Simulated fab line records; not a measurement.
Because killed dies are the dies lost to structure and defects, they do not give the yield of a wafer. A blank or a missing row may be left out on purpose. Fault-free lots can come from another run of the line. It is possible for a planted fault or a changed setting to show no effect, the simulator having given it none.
What tool caused it? / flow sky130 / route of 708 steps, sampled at 1 step: 6 lots, 18 wafers

== WHAT THE GAUGES SHOWED, per wafer ==
SKY_LI_CONTACT_CD_MEAS_12: the cd target is 170 nm.
lot=L918; measured=day 29 06:46; on=cd sem-01; cd nm (nm)=171.5 173.0 172.0
lot=L920; measured=day 29 22:19; on=cd sem-01; cd nm (nm)=171.5 171.1 171.6
lot=L927; measured=day 32 13:08; on=cd sem-02; cd nm (nm)=169.5 170.0 170.3
lot=L932; measured=day 33 23:33; on=cd sem-02; cd nm (nm)=167.6 167.4 168.1
lot=L936; measured=day 35 10:35; on=cd sem-01; cd nm (nm)=166.4 169.1 168.7
lot=L938; measured=day 35 19:49; on=cd sem-01; cd nm (nm)=167.5 169.1 168.6

== EACH LOT AND THE TOOL THAT RAN IT (in order: tool; ch and the chambers of the sampled wafers; start) ==
There is no process step in the record ahead of these readings.

== THE ANSWER, worked out from the rows above alone ==
Rule: usual is defined by the lots themselves. The widest of any qualifying gaps counts: lots, ordered by their means at a reading, are off when they make up no more than a third of the lots, leave a main group of 4 or more, and stand apart from it by 3 or more times the standard deviation of that group's means. Not used: any main group whose means are identical at the precision the tables above print for the reading. A lot without any number at a reading at which 4 lots or more have one is off too. All remaining lots with rows at the step are treated as sound.
None of the lots is off at any reading shown; this tells nothing.

== WHAT THE SIMULATOR HAD INSERTED ==
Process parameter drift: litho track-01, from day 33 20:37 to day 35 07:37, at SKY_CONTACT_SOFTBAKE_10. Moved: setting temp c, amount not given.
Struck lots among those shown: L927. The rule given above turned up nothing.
